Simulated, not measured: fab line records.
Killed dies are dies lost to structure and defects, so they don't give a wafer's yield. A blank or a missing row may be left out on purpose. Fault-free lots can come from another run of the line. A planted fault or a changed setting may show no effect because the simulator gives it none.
The tool behind it: which one? | flow sky130 | 72 wafers from 24 lots sampled at 6 of the route's 708 steps

## WHAT EACH GAUGE READ, for each wafer
SKY_VT_ADJUST_HVTP_CD_MEAS_07: the cd target is 380 nm. Usual: cd-nm reads 381.1 nm (standard deviation 2.9).
lot  | measured     | on        | cd-nm (nm)        | flag
L075 | day 6 15:51  | cd-sem-01 | 384.3 383.4 381.6 |
L074 | day 6 18:10  | cd-sem-02 | 384.6 382.5 385.2 |
L077 | day 7 09:55  | cd-sem-01 | 378.8 377.4 380.6 |
L076 | day 7 10:13  | cd-sem-02 | 372.7 371.6 375.1 |
L078 | day 7 15:56  | cd-sem-02 | 380.0 380.3 379.5 |
L079 | day 7 15:59  | cd-sem-01 | 383.3 384.1 384.0 |
L080 | day 8 01:47  | cd-sem-01 | 381.8 382.8 382.2 |
L082 | day 8 10:49  | cd-sem-02 | 378.6 375.8 376.7 |
L081 | day 8 11:22  | cd-sem-01 | 380.5 380.5 379.5 |
L083 | day 8 18:13  | cd-sem-01 | 380.3 383.0 380.7 |
L084 | day 8 20:28  | cd-sem-02 | 378.8 381.8 381.0 |
L085 | day 9 04:26  | cd-sem-01 | 381.1 381.7 382.4 |
L086 | day 9 07:31  | cd-sem-01 | 381.6 384.4 382.8 |
L087 | day 9 14:44  | cd-sem-02 | 384.3 382.9 378.9 |
L088 | day 9 19:56  | cd-sem-01 | 381.0 382.3 380.8 |
L089 | day 10 03:21 | cd-sem-01 | 379.9 378.3 379.5 |
L090 | day 10 09:56 | cd-sem-02 | 386.0 386.9 387.8 |
L091 | day 10 16:58 | cd-sem-01 | 383.3 384.0 382.7 |
L092 | day 10 22:19 | cd-sem-01 | 379.4 381.2 380.3 |
L093 | day 11 02:56 | cd-sem-01 | 380.3 378.3 379.2 |
L094 | day 11 08:29 | cd-sem-01 | 379.8 379.8 380.5 |
L095 | day 11 16:21 | cd-sem-02 | 384.6 383.2 382.9 |
L096 | day 11 20:20 | cd-sem-01 | 382.4 383.3 382.7 |
L097 | day 12 03:37 | cd-sem-01 | 383.0 382.3 383.3 |

SKY_VT_ADJUST_HVTR_OVL_MEAS_08. Usual: for VT_ADJUST_HVTR_OVL the level is -0.3 nm and the standard deviation is 1.5.
lot  | measured     | on         | VT_ADJUST_HVTR_OVL (nm) | flag
L075 | day 10 04:22 | overlay-02 | 2.2 3.1 2.5             |
L074 | day 10 07:51 | overlay-02 | -0.3 1.8 0.7            |
L077 | day 10 22:44 | overlay-02 | -0.4 -1.2 -1.4          |
L076 | day 11 00:28 | overlay-02 | -0.5 -0.1 1.0           |
L078 | day 11 08:17 | overlay-01 | 0.9 1.8 0.7             |
L079 | day 11 08:52 | overlay-01 | -0.6 -1.6 -2.2          |
L080 | day 11 19:41 | overlay-02 | 1.5 1.0 0.9             |
L082 | day 12 05:24 | overlay-02 | 0.3 0.7 1.0             |
L081 | day 12 05:31 | overlay-02 | -0.6 0.7 0.1            |
L083 | day 12 14:39 | overlay-01 | -1.6 -1.5 -1.1          |
L084 | day 12 16:55 | overlay-01 | 0.8 -1.1 1.7            |
L085 | day 13 03:12 | overlay-01 | -1.4 -2.0 -1.9          |
L086 | day 13 06:42 | overlay-02 | -0.1 0.0 0.9            |
L087 | day 13 13:53 | overlay-01 | 0.4 0.8 0.4             |
L088 | day 13 21:12 | overlay-02 | -0.5 -1.4 -1.4          |
L089 | day 14 03:29 | overlay-01 | 0.7 -0.7 0.2            |
L090 | day 14 11:37 | overlay-01 | -2.2 -2.4 -3.4          |
L091 | day 14 22:19 | overlay-01 | -1.8 -0.7 -0.9          |
L092 | day 15 02:59 | overlay-01 | -0.6 -1.3 -0.4          |
L093 | day 15 09:38 | overlay-01 | -0.1 0.2 0.1            |
L094 | day 15 14:25 | overlay-02 | 0.6 0.9 -0.1            |
L095 | day 16 00:13 | overlay-01 | 0.1 -1.0 -1.5           |
L096 | day 16 02:47 | overlay-02 | -1.9 -2.1 -3.5          |
L097 | day 16 12:22 | overlay-02 | -2.6 -1.4 -1.2          |

SKY_SONOS_TUNNEL_CD_MEAS_07: the cd target is 410 nm. Usual: cd-nm reads 410.0 nm (standard deviation 2.7).
lot  | measured     | on        | cd-nm (nm)        | flag
L075 | day 12 03:15 | cd-sem-02 | 411.2 410.2 411.8 |
L074 | day 12 06:28 | cd-sem-01 | 402.3 403.0 404.6 |
L077 | day 12 23:41 | cd-sem-01 | 413.0 412.8 412.6 |
L076 | day 13 00:20 | cd-sem-02 | 406.7 409.3 407.9 |
L078 | day 13 08:49 | cd-sem-01 | 411.1 412.3 410.3 |
L079 | day 13 09:58 | cd-sem-01 | 408.7 407.5 405.0 |
L080 | day 13 21:12 | cd-sem-02 | 412.1 410.0 412.6 |
L082 | day 14 08:56 | cd-sem-01 | 410.8 413.1 410.5 |
L081 | day 14 09:42 | cd-sem-01 | 410.3 411.3 409.5 |
L083 | day 14 18:25 | cd-sem-01 | 405.8 406.3 405.9 |
L084 | day 14 20:49 | cd-sem-01 | 410.6 409.8 410.5 |
L085 | day 15 05:47 | cd-sem-01 | 407.8 406.4 406.8 |
L086 | day 15 11:01 | cd-sem-02 | 408.0 408.1 407.3 |
L087 | day 15 18:15 | cd-sem-01 | 407.8 410.5 409.6 |
L088 | day 16 02:30 | cd-sem-02 | 413.7 412.8 411.8 |
L089 | day 16 08:14 | cd-sem-02 | 409.5 411.0 411.3 |
L090 | day 16 18:42 | cd-sem-01 | 407.9 411.4 409.1 |
L091 | day 17 07:01 | cd-sem-01 | 409.1 409.8 408.2 |
L092 | day 17 10:39 | cd-sem-01 | 409.5 410.8 410.8 |
L093 | day 17 17:36 | cd-sem-01 | 414.0 413.5 412.2 |
L094 | day 18 00:17 | cd-sem-02 | 408.8 412.4 409.7 |
L095 | day 18 11:09 | cd-sem-01 | 414.9 413.6 414.1 |
L096 | day 18 14:01 | cd-sem-01 | 415.5 410.7 413.5 |
L097 | day 18 23:43 | cd-sem-02 | 409.8 408.6 409.3 |

SKY_POLY_GATE_THK_MEAS_21. Usual: for POLY_GATE_OXIDATION_THK the level is 3.99 nm and the standard deviation is 0.08.
lot  | measured     | on            | POLY_GATE_OXIDATION_THK (nm) | flag
L075 | day 17 06:54 | film-metro-04 | 4.07 4.04 4.01               |
L074 | day 17 13:35 | film-metro-03 | 4.01 4.03 4.00               |
L077 | day 18 09:53 | film-metro-03 | 3.97 3.93 3.99               |
L076 | day 18 08:02 | film-metro-04 | 4.02 3.95 3.94               |
L078 | day 18 21:53 | film-metro-02 | 3.94 4.03 3.94               |
L079 | day 18 18:33 | film-metro-03 | 4.00 3.94 3.99               |
L080 | day 21 18:59 | film-metro-04 | 3.95 4.04 3.97               |
L082 | day 21 12:02 | film-metro-02 | 3.86 3.86 3.88               |
L081 | day 21 13:17 | film-metro-03 | 4.03 4.09 3.92               |
L083 | day 21 19:02 | film-metro-02 | 3.92 3.93 3.83               |
L084 | day 21 10:00 | film-metro-02 | 3.90 3.96 3.95               |
L085 | day 21 18:59 | film-metro-02 | 4.10 4.11 4.16               |
L086 | day 21 19:02 | film-metro-04 | 3.97 4.08 4.07               |
L087 | day 21 18:58 | film-metro-03 | 4.00 3.93 3.95               |
L088 | day 21 21:33 | film-metro-03 | 4.12 4.05 4.10               |
L089 | day 22 00:50 | film-metro-03 | 3.98 4.06 3.99               |
L090 | day 22 07:44 | film-metro-03 | 4.04 3.99 3.98               |
L091 | day 23 04:03 | film-metro-04 | 4.09 4.14 3.98               |
L092 | day 23 08:26 | film-metro-03 | 4.03 3.95 3.88               |
L093 | day 23 11:50 | film-metro-02 | 3.93 4.01 4.04               |
L094 | day 23 13:19 | film-metro-02 | 3.83 3.93 3.93               |
L095 | day 24 00:05 | film-metro-03 | 4.10 4.09 4.00               |
L096 | day 24 08:22 | film-metro-02 | 3.89 3.82 3.94               |
L097 | day 24 17:05 | film-metro-04 | 3.97 3.84 3.80               |

## WHICH TOOL RAN EACH LOT (tool, then ch and the chambers of the sampled wafers, then the start)
lot  | SKY_VT_ADJUST_HVTP_STRIP_10          | SKY_SONOS_ONO_ETCH_15
L075 | plasma-asher-03 ch 0,1, day 6 16:09  | rie-diel-04 ch 0,2, day 13 11:05
L074 | plasma-asher-03 ch 0,1, day 6 18:27  | rie-diel-01 ch 1,2,3, day 13 15:01
L077 | plasma-asher-03 ch 0,1, day 7 10:14  | rie-diel-04 ch 0,1,3, day 14 08:38
L076 | plasma-asher-02 ch 0,1, day 7 10:32  | rie-diel-01 ch 0,1, day 14 08:53
L078 | plasma-asher-01 ch 0,1, day 7 16:14  | rie-diel-03 ch 0,2, day 14 18:05
L079 | plasma-asher-02 ch 0,1, day 7 16:17  | rie-diel-01 ch 0,1,2, day 14 17:28
L080 | plasma-asher-03 ch 0,1, day 8 02:04  | rie-diel-04 ch 0,2,3, day 17 06:28
L082 | plasma-asher-01 ch 0,1, day 8 11:07  | rie-diel-03 ch 0,1,3, day 17 05:44
L081 | plasma-asher-01 ch 0,1, day 8 11:40  | rie-diel-01 ch 0,1,2, day 17 05:34
L083 | plasma-asher-01 ch 0,1, day 8 18:30  | rie-diel-01 ch 1,3, day 17 06:46
L084 | plasma-asher-03 ch 0,1, day 8 20:46  | rie-diel-04 ch 0,2,3, day 17 05:52
L085 | plasma-asher-03 ch 0,1, day 9 04:44  | rie-diel-01 ch 0,1,2, day 17 06:10
L086 | plasma-asher-02 ch 0,1, day 9 07:49  | rie-diel-03 ch 0,2,3, day 17 06:50
L087 | plasma-asher-01 ch 0, day 9 15:03    | rie-diel-03 ch 0,1,3, day 17 06:11
L088 | plasma-asher-01 ch 0,1, day 9 20:15  | rie-diel-04 ch 0,2,3, day 17 11:43
L089 | plasma-asher-01 ch 0,1, day 10 03:43 | rie-diel-04 ch 0,2,3, day 17 17:28
L090 | plasma-asher-02 ch 0,1, day 10 10:14 | rie-diel-01 ch 1,3, day 18 03:49
L091 | plasma-asher-01 ch 0,1, day 10 17:15 | rie-diel-01 ch 0,3, day 18 22:41
L092 | plasma-asher-02 ch 0,1, day 10 22:38 | rie-diel-03 ch 1,2,3, day 19 00:53
L093 | plasma-asher-01 ch 0,1, day 11 03:14 | rie-diel-04 ch 1,2,3, day 19 04:46
L094 | plasma-asher-01 ch 0,1, day 11 08:47 | rie-diel-01 ch 0,1,2, day 19 10:32
L095 | plasma-asher-03 ch 0,1, day 11 16:40 | rie-diel-04 ch 0,1,3, day 19 21:32
L096 | plasma-asher-02 ch 0,1, day 11 20:37 | rie-diel-03 ch 1,2,3, day 20 02:39
L097 | plasma-asher-03 ch 0,1, day 12 03:54 | rie-diel-03 ch 1,3, day 20 12:55
- SKY_VT_ADJUST_HVTP_STRIP_10: strips in O2/N2.
- SKY_SONOS_ONO_ETCH_15: etches the open film in CHF3/O2, target depth 19.52 nm, time 7.8 s.

## WHAT THE TOOLS THEMSELVES READ (means of the sampled wafers that have a number; where no wafer has one, the mark that the record gives instead)
SKY_VT_ADJUST_HVTP_STRIP_10. Usual: drypump-motor-current-A 5.6 A, standard deviation 0.45; oes-product-au 0.716 a.u., standard deviation 0.0043; strip-time-to-endpoint-s 14.17 s, standard deviation 0.048.
lot  | tool            | drypump-motor-current-A (A) | oes-product-au (a.u.) | strip-time-to-endpoint-s (s) | flag
L075 | plasma-asher-03 | 5.8                         | 0.715                 | 14.21                        |
L074 | plasma-asher-03 | 5.9                         | 0.713                 | 14.11                        |
L077 | plasma-asher-03 | 5.9                         | 0.715                 | 14.19                        |
L076 | plasma-asher-02 | 4.9                         | 0.715                 | 14.13                        |
L078 | plasma-asher-01 | 5.9                         | 0.715                 | 14.06                        |
L079 | plasma-asher-02 | 5.0                         | 0.721                 | 14.23                        |
L080 | plasma-asher-03 | 5.8                         | 0.718                 | 14.20                        |
L082 | plasma-asher-01 | 5.9                         | 0.721                 | 14.13                        |
L081 | plasma-asher-01 | 5.9                         | 0.717                 | 14.14                        |
L083 | plasma-asher-01 | 5.7                         | 0.714                 | 14.19                        |
L084 | plasma-asher-03 | 5.9                         | 0.714                 | 14.23                        |
L085 | plasma-asher-03 | 5.8                         | 0.716                 | 14.21                        |
L086 | plasma-asher-02 | 5.0                         | 0.715                 | 14.24                        |
L087 | plasma-asher-01 | 5.6                         | 0.715                 | 14.18                        |
L088 | plasma-asher-01 | 5.9                         | 0.715                 | 14.16                        |
L089 | plasma-asher-01 | 5.7                         | 0.716                 | 14.18                        |
L090 | plasma-asher-02 | 4.9                         | 0.719                 | 14.15                        |
L091 | plasma-asher-01 | 5.7                         | 0.718                 | 14.18                        |
L092 | plasma-asher-02 | 5.0                         | 0.719                 | 14.18                        |
L093 | plasma-asher-01 | 5.8                         | 0.713                 | 14.17                        |
L094 | plasma-asher-01 | 5.9                         | 0.715                 | 14.19                        |
L095 | plasma-asher-03 | 5.8                         | 0.716                 | 14.12                        |
L096 | plasma-asher-02 | 4.9                         | 0.716                 | 14.15                        |
L097 | plasma-asher-03 | 6.0                         | 0.717                 | 14.26                        |

SKY_SONOS_ONO_ETCH_15. Usual: drypump-motor-current-A 5.8 A, standard deviation 0.49; oes-product-au 1.001 a.u., standard deviation 0.011; throttle-valve-pct 8.824 %, standard deviation 0.0099.
lot  | tool        | drypump-motor-current-A (A) | oes-product-au (a.u.) | throttle-valve-pct (%) | flag
L075 | rie-diel-04 | 5.2                         | 0.998                 | 8.829                  |
L074 | rie-diel-01 | 6.0                         | 0.995                 | 8.813                  |
L077 | rie-diel-04 | 5.8                         | 1.004                 | 8.815                  |
L076 | rie-diel-01 | 5.6                         | 0.995                 | 8.825                  |
L078 | rie-diel-03 | 6.2                         | 1.003                 | 8.822                  |
L079 | rie-diel-01 | 5.8                         | 1.003                 | 8.827                  |
L080 | rie-diel-04 | 5.5                         | 1.006                 | 8.831                  |
L082 | rie-diel-03 | 5.8                         | 1.004                 | 8.819                  |
L081 | rie-diel-01 | 5.8                         | 0.993                 | 8.820                  |
L083 | rie-diel-01 | 6.0                         | 0.993                 | 8.820                  |
L084 | rie-diel-04 | 5.5                         | 0.999                 | 8.823                  |
L085 | rie-diel-01 | 5.8                         | 1.000                 | 8.815                  |
L086 | rie-diel-03 | 6.1                         | 1.007                 | 8.824                  |
L087 | rie-diel-03 | 5.8                         | 0.995                 | 8.819                  |
L088 | rie-diel-04 | 5.5                         | 1.005                 | 8.827                  |
L089 | rie-diel-04 | 5.5                         | 1.005                 | 8.826                  |
L090 | rie-diel-01 | 5.9                         | 0.984                 | 8.813                  |
L091 | rie-diel-01 | 5.7                         | 1.003                 | 8.825                  |
L092 | rie-diel-03 | 5.7                         | 1.006                 | 8.836                  |
L093 | rie-diel-04 | 6.1                         | 0.995                 | 8.819                  |
L094 | rie-diel-01 | 5.8                         | 1.002                 | 8.812                  |
L095 | rie-diel-04 | 5.8                         | 1.013                 | 8.828                  |
L096 | rie-diel-03 | 5.7                         | 1.012                 | 8.831                  |
L097 | rie-diel-03 | 5.4                         | 1.010                 | 8.824                  |

## THE ANSWER, worked out from the rows above alone
Rule: lot off if the mean of its wafers having a number is beyond 3 standard deviations from the usual mean. Also off: a lot with no number at a reading for which 4 or more lots have one. The other lots that the step has rows for count as sound. The gauges are gone through in route order, then the tools' own readings, and for those a lot's mean is taken as printed above. At the first step where some lot is off, the reading lying furthest off is the one used; lots without a number count as furthest.
No lot is off on any of the readings shown, so nothing can be concluded from this.

## WHAT THE SIMULATOR PUT IN
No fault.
